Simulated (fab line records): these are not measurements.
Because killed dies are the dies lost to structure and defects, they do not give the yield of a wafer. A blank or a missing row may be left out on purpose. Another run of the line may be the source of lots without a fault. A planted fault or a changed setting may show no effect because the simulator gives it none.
fab line records | flow sky130
record: lots: 11 wafers: 33 last-day: 50
route steps=708 shown VIA3@597 METAL4@601 CAP2M@603 PAD_OPEN@708
lots untouched by any fault: they come from a run of this same line in which no faults occurred
start-h: hours from the record's opening day to when the first of the lot's shown wafers began | wait-h: time in hours since the lot's previous step | " as in the row above | L1.1+2: one row covering several wafers at once | - no value present, or no start provided | * or withheld: withheld | < > ~ a bound
route shown NAME@n: names a module that has steps shown in the file, with the first one's number in the route | usual: mean and standard deviation over wafers with no fault | same: alike in all rows | chamber/n: place in a boat | sites: per-site readings | _std_site: standard deviation across them | _edge_site: mean of outer sites minus mean of inner sites | radius-mm: how far each site lies from the wafer's centre | mask NAME#n: copy n | behind: the last tool/chamber to shape the wafer | hold: why the lot was held/for how many hours/how that ended | device: transistor that didn't switch, given as n, p or np | end of line: the tests these same wafers got at the end of their route | a step given without rows: its recipe and nothing more | killed: the dies lost at the first sort to structure and to defects; this is not the yield of the wafer | map: a wafer's dies, marking killed ones x, the rest . and places with no die _
set.NAME: the run value of the setting; set.NAME@STEP: its run value at that earlier step | model.NAME: the simulator's own value behind a step, which no gauge read
the route's steps for a sample of lots (tables are steps, rows are wafers)
services: the hour from which a tool's chamber was out of use, counted from the record's first day as start-h (under 0 if before that day), plus the number of hours and why
== steps ==
step: SKY_VIA3_CMP_24
recipe: stop-on: SiO2 t-overpolish-s: 20 down-force-psi: 3.5 platen-rpm: 60 target-thk-nm: 0 pad-velocity-m-s: 0.94248
usual: motor-current-A: 11.0/0.93 overpolish-run-s: 19.998/0.01 time-to-endpoint-s: 95/3.2
columns lot.wafer tool chamber start-h wait-h motor-current-A overpolish-run-s time-to-endpoint-s
L761.4 cmp-02 1 943.15 0.0 10.6 19.998 91
L761.2 " 0 " " 9.9 19.994 93
L761.6 " 2 " " 9.5 20.008 92
L762.4 cmp-01 1 951.61 0.1 12.6 19.996 91
L762.1 " 2 " " 12.5 20.002 93
L762.6 " 3 " " 12.2 19.996 90
L767.2 cmp-02 3 990.72 0.1 9.8 20.005 98
L767.1 " 1 " " 10.9 19.990 93
L767.6 " 2 " " 9.9 19.995 96
L768.3 cmp-01 1 996.10 0.1 12.3 19.995 97
L768.2 " 2 " " 11.5 20.001 101
L768.5 " 0 " " 12.4 19.985 100
L772.3 cmp-02 2 1022.29 0.1 9.3 19.987 95
L772.4 " 0 " " 10.2 19.991 99
L772.6 " 1 " " 10.4 19.983 93
L773.1 cmp-01 2 1029.56 0.1 11.9 19.996 100
L773.4 " 0 " " 11.4 19.985 93
L773.5 " 2 " " 11.8 20.006 97
L777.1 cmp-02 2 1051.16 0.1 9.8 20.016 97
L777.4 " 0 " " 10.0 20.001 96
L777.3 " 1 " " 10.7 20.007 95
L778.1 cmp-02 1 1060.64 0.1 10.6 20.007 91
L778.3 " 0 " " 10.7 19.997 97
L778.6 " 2 " " 10.2 19.980 97
L779.3 cmp-02 3 1063.13 0.1 10.2 19.994 96
L779.1 " 0 " " 10.3 20.012 95
L779.6 " 1 " " 10.4 19.992 94
L781.2 cmp-02 3 1078.74 0.0 10.5 19.987 105
L781.1 " 0 " " 10.0 19.998 101
L781.3 " 2 " " 10.0 20.007 95
L782.2 cmp-02 0 1081.96 0.0 10.2 19.991 100
L782.4 " 2 " " 9.9 19.997 98
L782.6 " 0 " " 10.0 19.992 99
step: SKY_METAL4_SPUTTER_03
recipe: material: Ti target-thk-nm: 5 power-w: 3000 time-s: 3.3 chamber-pressure-pa: 0.4
usual: throttle-valve-pct: 29.8/0.57
columns lot.wafer tool chamber start-h wait-h throttle-valve-pct
L761.2 pvd-sputter-03 - 943.53 0.0 29.9
L761.4 " - " " 29.3
L761.6 " - " " 29.6
L762.1 pvd-sputter-03 - 951.90 0.0 29.4
L762.4 " - " " 30.3
L762.6 " - " " 29.8
L767.1 pvd-sputter-02 - 991.06 0.0 29.8
L767.2 " - " " 29.3
L767.6 " - " " 29.9
L768.2 pvd-sputter-03 - 996.39 0.0 29.2
L768.3 " - " " 29.5
L768.5 " - " " 29.9
L772.3 pvd-sputter-01 - 1022.62 0.0 30.8
L772.4 " - " " 31.0
L772.6 " - " " 30.6
L773.1 pvd-sputter-03 - 1029.89 0.0 30.0
L773.4 " - " " 29.1
L773.5 " - " " 29.7
L777.1 pvd-sputter-02 - 1051.54 0.0 28.9
L777.3 " - " " 30.5
L777.4 " - " " 29.8
L778.1 pvd-sputter-03 - 1061.03 0.0 29.3
L778.3 " - " " 29.9
L778.6 " - " " 29.1
L779.1 pvd-sputter-01 - 1063.42 0.0 31.0
L779.3 " - " " 30.3
L779.6 " - " " 30.2
L781.1 pvd-sputter-02 - 1079.12 0.0 29.7
L781.2 " - " " 31.1
L781.3 " - " " 29.2
L782.2 pvd-sputter-03 - 1082.35 0.0 29.1
L782.4 " - " " 29.7
L782.6 " - " " 29.5
step: SKY_CAP2M_CVD_00
recipe: material: SiO2 target-thk-nm: 15.5 temp-c: 400 time-s: withheld rf-w: 450
usual: heater-power-outer-w: 434/64 heater-power-w: 717/89 rf-fwd-power-W: 442.6/1.5
columns lot.wafer tool chamber start-h wait-h heater-power-outer-w heater-power-w rf-fwd-power-W
L761.2 pecvd-01 1 943.60 0.0 467 756 442.7
L761.4 " 2 " " 333 647 445.1
L761.6 " 1 " " 470 751 442.4
L762.1 pecvd-01 2 951.96 0.0 381 746 442.3
L762.4 " 1 " " 466 766 441.1
L762.6 " 0 " " 439 668 441.0
L767.1 pecvd-04 0 991.13 0.0 450 746 443.3
L767.2 " 2 " " 530 837 440.9
L767.6 " 2 " " 538 836 442.2
L768.2 pecvd-04 1 996.45 0.0 376 628 443.4
L768.3 " 2 " " 549 840 442.4
L768.5 " 2 " " 551 835 441.0
L772.3 pecvd-04 0 1022.69 0.0 497 826 441.6
L772.4 " 0 " " 514 840 443.6
L772.6 " 1 " " 393 636 442.4
L773.1 pecvd-03 0 1029.96 0.0 480 771 441.9
L773.4 " 2 " " 385 611 443.6
L773.5 " 1 " " 386 652 443.1
L777.1 pecvd-01 0 1051.61 0.0 427 656 442.7
L777.3 " 1 " " 491 800 440.5
L777.4 " 2 " " 377 686 442.0
L778.1 pecvd-04 1 1061.10 0.0 356 607 442.3
L778.3 " 2 " " 548 888 444.0
L778.6 " 1 " " 371 600 443.5
L779.1 pecvd-03 0 1063.49 0.0 418 717 440.0
L779.3 " 2 " " 381 614 444.6
L779.6 " 1 " " 398 694 444.4
L781.1 pecvd-04 1 1079.19 0.0 357 589 442.7
L781.2 " 2 " " 548 845 442.8
L781.3 " 0 " " 482 788 441.4
L782.2 pecvd-04 1 1082.42 0.0 357 599 441.9
L782.4 " 0 " " 470 753 443.9
L782.6 " 2 " " 536 860 442.8
step: SKY_CAP2M_COAT_07
recipe: resist: NOVOLAK spin-rpm: 3000 resist-thk-nm: 1140
usual: spin-speed-rpm: 3000.1/2
columns lot.wafer tool chamber start-h wait-h spin-speed-rpm
L761.2 litho-track-04 0 955.58 0.1 2998.8
L761.4 " 0 " " 3000.3
L761.6 " 0 " " 2998.4
L762.1 litho-track-02 0 963.97 0.1 2995.3
L762.4 " 0 " " 3001.4
L762.6 " 0 " " 2995.9
L767.1 litho-track-02 0 1002.57 0.1 2629.8
L767.2 " 0 " " 2626.4
L767.6 " 0 " " 2626.1
L768.2 litho-track-02 0 1007.90 0.1 2627.4
L768.3 " 0 " " 2626.4
L768.5 " 0 " " 2629.4
L772.3 litho-track-04 0 1033.60 0.1 3000.5
L772.4 " 0 " " 2998.7
L772.6 " 0 " " 3000.3
L773.1 litho-track-04 0 1040.55 0.1 2998.9
L773.4 " 0 " " 3001.3
L773.5 " 0 " " 3000.3
L777.1 litho-track-02 0 1062.07 0.1 3001.6
L777.3 " 0 " " 3003.2
L777.4 " 0 " " 3002.6
L778.1 litho-track-02 0 1071.52 0.1 3000.5
L778.3 " 0 " " 2999.3
L778.6 " 0 " " 3004.6
L779.1 litho-track-02 0 1074.37 0.1 3000.4
L779.3 " 0 " " 2998.9
L779.6 " 0 " " 3000.4
L781.1 litho-track-03 0 1089.34 0.1 3002.6
L781.2 " 0 " " 3002.7
L781.3 " 0 " " 3002.0
L782.2 litho-track-04 0 1092.08 0.1 2997.9
L782.4 " 0 " " 2998.9
L782.6 " 0 " " 2997.9
step: SKY_CAP2M_STRIP_14
recipe: chemistry: O2/N2 power-w: 1400 pressure-mtorr: 1500 platen-temp-c: withheld o2-flow-sccm: 3000 n2-flow-sccm: 300 overash-fraction: 0.5
usual: drypump-motor-current-A: 6.0/0.35 oes-product-au: 0.710/0.0048 strip-time-to-endpoint-s: 12.68/0.044
columns lot.wafer tool chamber start-h wait-h drypump-motor-current-A oes-product-au rf-hours-counter-h strip-time-to-endpoint-s
L761.2 plasma-asher-02 0 967.51 0.1 6.1 0.709 51 12.65
L761.4 " 1 " " 5.7 0.708 - 12.59
L761.6 " 1 " " 5.7 0.697 - 12.62
L762.1 plasma-asher-01 0 975.51 0.1 6.6 0.709 120 12.63
L762.4 " 0 " " 6.5 0.714 - 12.63
L762.6 " 0 " " 6.6 0.709 - 12.59
L767.1 plasma-asher-01 0 1014.36 0.1 6.6 0.715 124 13.51
L767.2 " 1 " " 6.1 0.710 124 13.51
L767.6 " 1 " " 6.1 0.702 - 13.54
L768.2 plasma-asher-01 1 1019.46 0.1 6.1 0.713 124 13.40
L768.3 " 0 " " 6.6 0.707 - 13.43
L768.5 " 0 " " 6.6 0.710 - 13.43
L772.3 plasma-asher-02 1 1044.85 0.1 5.7 0.705 - 12.64
L772.4 " 0 " " 6.1 0.701 - 12.70
L772.6 " 1 " " 5.7 0.709 - 12.64
L773.1 plasma-asher-02 0 1052.01 0.1 6.1 0.706 60 12.71
L773.4 " 1 " " 5.8 0.713 - 12.74
L773.5 " 0 " " 6.1 0.704 - 12.75
L777.1 plasma-asher-02 1 1073.12 0.1 5.8 0.702 64 12.68
L777.3 " 1 " " 5.8 0.705 - 12.68
L777.4 " 0 " " 6.1 0.722 - 12.69
L778.1 plasma-asher-01 0 1082.46 0.1 6.6 0.707 0 12.71
L778.3 " 0 " " 6.6 0.704 - 12.69
L778.6 " 0 " " 6.6 0.711 - 12.68
L779.1 plasma-asher-01 1 1084.91 0.1 6.1 0.711 1 12.73
L779.3 " 0 " " 6.6 0.710 - 12.66
L779.6 " 1 " " 6.1 0.716 - 12.69
L781.1 plasma-asher-04 1 1100.27 0.1 5.8 0.722 94 12.63
L781.2 " 0 " " 5.4 0.703 94 12.59
L781.3 " 1 " " 5.8 0.697 - 12.61
L782.2 plasma-asher-04 0 1102.89 0.1 5.4 0.713 94 12.66
L782.4 " 0 " " 5.4 0.704 - 12.65
L782.6 " 0 " " 5.4 0.717 - 12.66
step: SKY_PAD_OPEN_PROBE_99
usual: defect-limited-yield: 82.4/1.8 killed_at_M0_to_M3: 43/6.5 killed_at_M4_up: 3.2/1.8 killed-at-contacts: 24/5.2 killed-at-front-end: 15/4 killed-at-other: 0.4/0.69 killed-dies: 86/8.7 killed-open: 47/7 killed-short: 39/5.7 sort_bin_3_pad_short: 0.9/0.43 sort_bin_5_function: 10.5/1.4 sort_bin_6_memory: 6.2/1.2 sort-n-pass: 406/8.7 sort-yield-pct: 82.4/1.8
same: gross-dies: 492 killed-at-back-side: 0 sort_bin_4_leakage[%]: 0 sort_bin_8_speed[%]: 0
columns lot.wafer tool chamber start-h wait-h defect-limited-yield[%] killed_at_M0_to_M3 killed_at_M4_up killed-at-contacts killed-at-front-end killed-at-other killed-dies killed-open killed-short sort_bin_3_pad_short[%] sort_bin_5_function[%] sort_bin_6_memory[%] sort-n-pass sort-yield-pct[%]
L767.1 prober-02 - 1126.52 0.1 79.7 46 5 27 18 4 100 53 45 1.2 8.5 10.6 392 79.7
L767.2 prober-02 - 1126.57 0.1 82.5 44 2 24 15 1 86 45 40 0.4 9.8 7.3 406 82.5
L767.6 prober-02 - 1126.77 0.2 79.1 50 3 29 21 0 103 62 41 1.4 12.2 7.3 389 79.1
L773.1 prober-01 - 1158.32 0.1 83.3 37 1 27 17 0 82 48 32 1.2 9.1 6.3 410 83.3
L773.4 prober-01 - 1158.47 0.2 81.1 40 4 37 12 0 93 54 37 0.6 11.0 7.3 399 81.1
L773.5 prober-01 - 1158.52 0.2 80.7 49 1 27 16 2 95 54 40 1.2 8.9 9.1 397 80.7
L777.1 prober-02 - 1174.57 0.1 83.7 36 4 29 11 0 80 44 36 0.4 10.6 5.3 412 83.7
L777.3 prober-02 - 1174.67 0.2 81.5 47 3 23 18 0 91 53 38 1.2 11.8 5.5 401 81.5
L777.4 prober-02 - 1174.72 0.2 82.7 44 1 20 20 0 85 57 28 0.4 10.2 6.7 407 82.7
killed by level:class
L767.1 CONTACT:geometric-particle:open=10 VIA3:geometric-particle:open=9 LI_CONTACT:geometric-particle:open=8 VIA1:geometric-particle:open=8 METAL1:geometric-particle:short=7 VIA2:geometric-particle:short=6 VIA2:geometric-particle:open=6 FIELD_ISO:geometric-particle:short=5
L767.2 VIA1:geometric-particle:open=10 CONTACT:geometric-particle:open=9 METAL1:geometric-particle:short=8 VIA1:geometric-particle:short=7 LI_CONTACT:geometric-particle:open=6 LI_CONTACT:geometric-particle:short=4 VIA3:geometric-particle:open=4 METAL2:geometric-particle:short=4
L767.6 VIA3:geometric-particle:open=14 CONTACT:geometric-particle:open=11 METAL1:geometric-particle:short=10 VIA1:geometric-particle:open=9 LI_CONTACT:geometric-particle:open=8 FIELD_ISO:geometric-particle:short=7 FIELD_ISO:geometric-particle:open=5 CONTACT:geometric-particle:short=5
L773.1 VIA1:geometric-particle:open=11 LI_CONTACT:geometric-particle:open=8 CONTACT:geometric-particle:open=8 FIELD_ISO:geometric-particle:open=6 CONTACT:geometric-particle:short=5 VIA3:geometric-particle:open=5 METAL3:geometric-particle:short=4 FIELD_ISO:geometric-particle:short=3
L773.4 CONTACT:geometric-particle:open=16 VIA2:geometric-particle:open=10 LI_CONTACT:geometric-particle:open=9 VIA1:geometric-particle:open=7 LOCAL_INTERCONNECT:geometric-particle:short=5 METAL1:geometric-particle:short=5 VIA1:geometric-particle:short=5 FIELD_ISO:geometric-particle:short=4
L773.5 VIA1:geometric-particle:open=12 VIA3:geometric-particle:open=12 CONTACT:geometric-particle:short=7 CONTACT:geometric-particle:open=7 LI_CONTACT:geometric-particle:open=6 VIA3:geometric-particle:short=5 POLY_GATE:geometric-particle:short=4 LI_CONTACT:geometric-particle:short=4
L777.1 LI_CONTACT:geometric-particle:open=10 CONTACT:geometric-particle:open=8 VIA1:geometric-particle:open=7 VIA2:geometric-particle:open=6 METAL3:geometric-particle:short=4 LI_CONTACT:geometric-particle:short=4 LOCAL_INTERCONNECT:geometric-particle:short=4 METAL2:geometric-particle:short=4
L777.3 VIA1:geometric-particle:open=11 CONTACT:geometric-particle:open=8 VIA3:geometric-particle:open=8 POLY_GATE:geometric-particle:open=7 VIA2:geometric-particle:open=7 METAL2:geometric-particle:short=6 FIELD_ISO:geometric-particle:short=4 FIELD_ISO:geometric-particle:open=4
L777.4 VIA1:geometric-particle:open=16 LI_CONTACT:geometric-particle:open=10 VIA3:geometric-particle:open=8 VIA2:geometric-particle:open=7 POLY_GATE:geometric-particle:short=5 FIELD_ISO:geometric-particle:short=4 FIELD_ISO:geometric-particle:open=4 POLY_GATE:geometric-particle:open=4
== services ==
columns tool chamber start-h hours kind
cmp-01 - 930.56 11.6 repair
pvd-sputter-02 - 944.13 11.5 repair
cmp-01 - 945.97 1.6 repair
pecvd-04 - 957.37 0.3 repair
pvd-sputter-01 - 975.62 1.3 repair
pvd-sputter-03 - 983.16 2.4 repair
pecvd-01 - 983.50 0.7 repair
plasma-asher-04 - 1018.96 67.9 repair
cmp-01 - 1022.99 2.8 repair
pvd-sputter-03 - 1030.25 1.3 repair
plasma-asher-02 - 1037.32 2.9 repair
cmp-02 - 1044.83 2.9 repair
plasma-asher-01 - 1051.87 19.1 repair
plasma-asher-01 - 1070.98 9.0 pm
pecvd-03 - 1074.10 2.8 pm
pecvd-03 - 1079.47 0.6 repair
plasma-asher-02 - 1081.84 28.1 pm
pvd-sputter-02 - 1083.33 6.2 repair
cmp-02 - 1084.23 4.0 pm
cmp-02 - 1088.23 - consumable-replace:conditioner
plasma-asher-01 - 1092.00 2.8 pm
pecvd-04 - 1095.19 0.7 repair
pvd-sputter-01 - 1101.55 2.7 repair
pvd-sputter-03 - 1102.74 10.5 repair
== key ==
first-sign: step: SKY_CAP2M_COAT_07 reading: spin-speed-rpm direction: down sigmas: 99+ usual: 3000.1 struck: 2627.6
effect: step: SKY_CAP2M_STRIP_14 reading: strip-time-to-endpoint-s direction: up sigmas: 18 usual: * struck: *
met-at SKY_CAP2M_COAT_07
struck-lots L767,L768
not-acting-at SKY_VIA3_CMP_24,SKY_METAL4_SPUTTER_03,SKY_CAP2M_CVD_00
onset-between 963.97 1002.57
fault: kind: process-parameter-drift tool: litho-track-02 chamber: - onset-h: 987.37 steps: SKY_CAP2M_COAT_07 channel: spin-rpm offset: -371.75 shape: step end-h: 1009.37 acts-in: these-recipes-only stated: 3000
